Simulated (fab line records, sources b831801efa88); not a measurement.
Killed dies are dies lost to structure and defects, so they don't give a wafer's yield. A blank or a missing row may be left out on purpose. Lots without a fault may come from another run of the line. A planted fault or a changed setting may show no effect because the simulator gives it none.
One fault seen from 2 desks | flow sky130 | each desk has only its own numbers; what lay behind them comes last

THE METROLOGY DESK
What the gauges read, lot by lot, whatever tool the lot ran on: means of the sampled wafers that have a number. A lot is out of limits, marked OUT, if its mean lies more than 4 standard deviations from the usual mean; the brackets give that distance.
Columns: A = DNWELL_TW at SKY_DNWELL_TW_MEAS_09, usual 1117; B = LI_CONTACT_W_THK at SKY_LI_CONTACT_THK_MEAS_23, usual 412 nm
lot  | first seen here | A    | B
L581 | day 3 07:52     | 1145 | 414
L582 | day 3 12:19     | 1135 | 417
L583 | day 3 16:16     | 1135 | 409
L584 | day 3 23:51     | 1132 | 418
L585 | day 4 04:16     | 1094 | 412
L586 | day 4 08:12     | 1131 | 421
L591 | day 5 10:47     | 1106 | 416
L593 | day 5 20:49     | 1138 | 409
L594 | day 6 00:27     | 1131 | 419
L596 | day 6 19:43     | 1108 | 399
L597 | day 6 20:16     | 1104 | 413
L600 | day 7 11:45     | 1109 | 415
L603 | day 8 03:25     | 1131 | 419
L604 | day 8 07:10     | 1108 | 411
This desk's finding: nothing out of limits on any of the 14 lots.

THE TOOL OWNER'S DESK: wet_bench-03
The tool's own readings at SKY_GATE_OXIDE_CLEAN_00 (cleans in SC1/SC2, time 150 s): means of the sampled wafers that have a number, for each lot that ran on this tool. A lot is out of limits, marked OUT, if its mean lies more than 4 standard deviations from the usual mean; the brackets give that distance.
Columns: A = run_length_s at SKY_GATE_OXIDE_CLEAN_00, usual 178 s
lot  | first seen here | A
L582 | day 12 23:34    | 177
L591 | day 15 22:58    | 182
L593 | day 16 16:35    | 105 (-21) OUT
L594 | day 16 21:38    | 110 (-19) OUT
L604 | day 20 09:33    | 175
This desk's finding: out of limits on L593, L594; first on L593, day 16 16:35 (run_length_s at SKY_GATE_OXIDE_CLEAN_00). In limits: L582, L591, L604.

PUT TOGETHER
The tool owner's desk could have raised an alarm at day 16 16:35, on L593, L594.
The metrology desk saw nothing out of limits.
The metrology desk has L593, L594 on record, within its limits.
Of the lots named, all ran SKY_GATE_OXIDE_CLEAN_00 on wet_bench-03.

WHAT THE SIMULATOR HAD PUT IN
Process parameter drift: wet_bench-03, from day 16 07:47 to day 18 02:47, at SKY_GATE_OXIDE_CLEAN_00. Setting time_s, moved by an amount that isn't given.
Lots struck among those shown: L593, L594.
Hours from the fault's start to each desk's first reading out of limits: the tool owner's desk, 9.
